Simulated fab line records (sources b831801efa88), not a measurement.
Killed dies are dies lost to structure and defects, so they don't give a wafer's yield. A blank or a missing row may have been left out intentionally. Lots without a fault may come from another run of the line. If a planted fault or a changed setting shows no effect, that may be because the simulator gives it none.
Which tool was responsible?	flow gf180mcu	14 lots, 42 wafers sampled, at 3 steps of a route of 602

## WHAT THE GAUGES READ, wafer by wafer
GF_V2_BOW_MEAS_05. Usual: V2_BOW gives 97 um (standard deviation 8.2).
lot	measured	on	V2_BOW (um)	flag
L995	day 19 18:38	film-metro-02	100 95 103	
L996	day 20 08:05	film-metro-02	87 91 97	
L999	day 21 07:28	film-metro-04	99 103 115	
L998	day 21 10:56	film-metro-03	103 92 97	
L100	day 21 15:17	film-metro-04	96 89 90	
L101	day 22 03:59	film-metro-04	91 88 88	
L103	day 23 01:27	film-metro-03	101 96 96	
L108	day 24 19:04	film-metro-03	102 94 85	
L111	day 25 14:43	film-metro-04	106 104 113	
L112	day 25 21:55	film-metro-04	97 89 100	
L114	day 26 15:04	film-metro-03	97 103 97	
L115	day 26 15:25	film-metro-02	88 97 89	
L116	day 27 00:28	film-metro-02	101 105 107	
L117	day 27 03:38	film-metro-04	102 88 88	

GF_V2_THK_MEAS_25: measures by xrf. Usual: V2_W_THK gives 357 nm (standard deviation 6).
lot	measured	on	V2_W_THK (nm)	flag
L995	day 20 20:09	film-metro-02	360 365 357	
L996	day 21 09:23	film-metro-04	347 360 360	
L999	day 22 07:59	film-metro-03	361 362 349	
L998	day 22 11:50	film-metro-03	358 364 365	
L100	day 22 15:29	film-metro-02	355 353 363	
L101	day 23 04:08	film-metro-02	357 353 352	
L103	day 24 00:59	film-metro-03	361 353 358	
L108	day 25 18:28	film-metro-04	364 359 366	
L111	day 26 12:31	film-metro-02	367 362 369	
L112	day 26 20:19	film-metro-04	353 357 356	
L114	day 27 12:52	film-metro-02	353 357 362	
L115	day 27 13:09	film-metro-04	354 354 359	
L116	day 27 21:59	film-metro-04	360 356 361	
L117	day 28 00:53	film-metro-03	356 355 363	

## TOOL THAT RAN EACH LOT (tool first, then ch and the chambers of the sampled wafers, then the start)
lot	GF_V2_SPUTTER_22
L995	pvd-sputter-02, day 20 19:52
L996	pvd-sputter-02, day 21 09:05
L999	pvd-sputter-03, day 22 07:41
L998	pvd-sputter-02, day 22 11:34
L100	pvd-sputter-02, day 22 15:13
L101	pvd-sputter-02, day 23 03:52
L103	pvd-sputter-01, day 24 00:43
L108	pvd-sputter-01, day 25 18:12
L111	pvd-sputter-01, day 26 12:14
L112	pvd-sputter-03, day 26 20:03
L114	pvd-sputter-01, day 27 12:35
L115	pvd-sputter-02, day 27 12:52
L116	pvd-sputter-01, day 27 21:40
L117	pvd-sputter-01, day 28 00:37
- GF_V2_SPUTTER_22: material TiN, target thk 10 nm, time 40 s.

## WHAT THE TOOLS THEMSELVES READ (means of the sampled wafers that have a number; where no wafer has one, the mark that the record gives instead)
GF_V2_SPUTTER_22. Usual: cathode-dc-power-W 3999.9 W, standard deviation 0.74; chamber-pressure-pa 5.001 Pa, standard deviation 0.0097; throttle-valve-pct 29.9 %, standard deviation 0.87.
lot	tool	cathode-dc-power-W (W)	chamber-pressure-pa (Pa)	throttle-valve-pct (%)	flag
L995	pvd-sputter-02	3999.8	4.997	29.8	
L996	pvd-sputter-02	3999.6	4.998	29.4	
L999	pvd-sputter-03	3999.9	5.000	29.8	
L998	pvd-sputter-02	3999.1	5.009	28.9	
L100	pvd-sputter-02	4000.0	4.992	30.0	
L101	pvd-sputter-02	3999.5	5.004	28.8	
L103	pvd-sputter-01	4000.3	5.000	29.9	
L108	pvd-sputter-01	3999.8	5.004	30.3	
L111	pvd-sputter-01	3999.1	4.997	30.2	
L112	pvd-sputter-03	4000.9	5.011	29.9	
L114	pvd-sputter-01	4000.4	5.001	30.5	
L115	pvd-sputter-02	3999.5	5.013	29.0	
L116	pvd-sputter-01	3999.6	5.005	30.3	
L117	pvd-sputter-01	3999.9	4.998	30.0	

## THE ANSWER, worked out from the rows above alone
Rule: take the mean of a lot's wafers that have a number; if it is more than 3 standard deviations from the usual mean, the lot is off. A lot without any number at a reading at which 4 lots or more have one is off too. All remaining lots with rows at the step are treated as sound. After the gauges, taken in route order, come the tools' own readings; for these a lot's mean is taken, as printed above. The first step at which some lot is off is used, and at that step the reading that is off furthest; a lot without a number counts as furthest.
Across all readings shown, no lot is off: no conclusion can be drawn from this.

## WHAT THE SIMULATOR HAD PUT IN
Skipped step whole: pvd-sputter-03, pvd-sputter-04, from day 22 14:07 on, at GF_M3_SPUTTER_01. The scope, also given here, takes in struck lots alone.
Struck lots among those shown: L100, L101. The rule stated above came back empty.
